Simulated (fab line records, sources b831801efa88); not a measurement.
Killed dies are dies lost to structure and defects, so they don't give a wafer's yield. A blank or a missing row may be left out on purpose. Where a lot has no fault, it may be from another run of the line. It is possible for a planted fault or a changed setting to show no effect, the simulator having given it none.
Which of the tools did it?	flow sky130	at 1 step of a route of 708, 7 lots with 21 wafers sampled

WHAT THE GAUGES READ, wafer by wafer
SKY_FIELD_ISO_THK_MEAS_04.
lot	measured	on	FIELD_ISO_CVD_03_THK (nm)
L412	day 1 18:55	film_metro-04	167.2 167.0 167.2
L417	day 3 02:44	film_metro-02	162.2 161.8 162.9
L421	day 3 17:23	film_metro-02	163.3 164.2 163.5
L426	day 4 17:47	film_metro-02	165.4 166.5 165.8
L428	day 5 03:50	film_metro-02	165.2 164.6 166.9
L432	day 5 22:50	film_metro-04	164.6 165.8 164.7
L434	day 6 12:13	film_metro-02	163.5 164.9 163.7

WHICH TOOL RAN EACH LOT (tool, then ch and the chambers of the sampled wafers, then the start)
Record: no process step prior to these readings.

THE ANSWER, worked out from the rows above alone
Rule: the usual values come from the lots themselves. The widest of any qualifying gaps counts: lots, ordered by their means at a reading, are off when they make up no more than a third of the lots, leave a main group of 4 or more, and stand apart from it by 3 or more times the standard deviation of that group's means. A main group is skipped when, at the precision printed for the reading in the tables above, its means are all equal. A lot without any number at a reading at which 4 lots or more have one is off too. Where the step has rows for the other lots, those lots are counted as sound.
None of the lots is off at any reading shown; this tells nothing.

WHAT HAD BEEN PUT IN BY THE SIMULATOR
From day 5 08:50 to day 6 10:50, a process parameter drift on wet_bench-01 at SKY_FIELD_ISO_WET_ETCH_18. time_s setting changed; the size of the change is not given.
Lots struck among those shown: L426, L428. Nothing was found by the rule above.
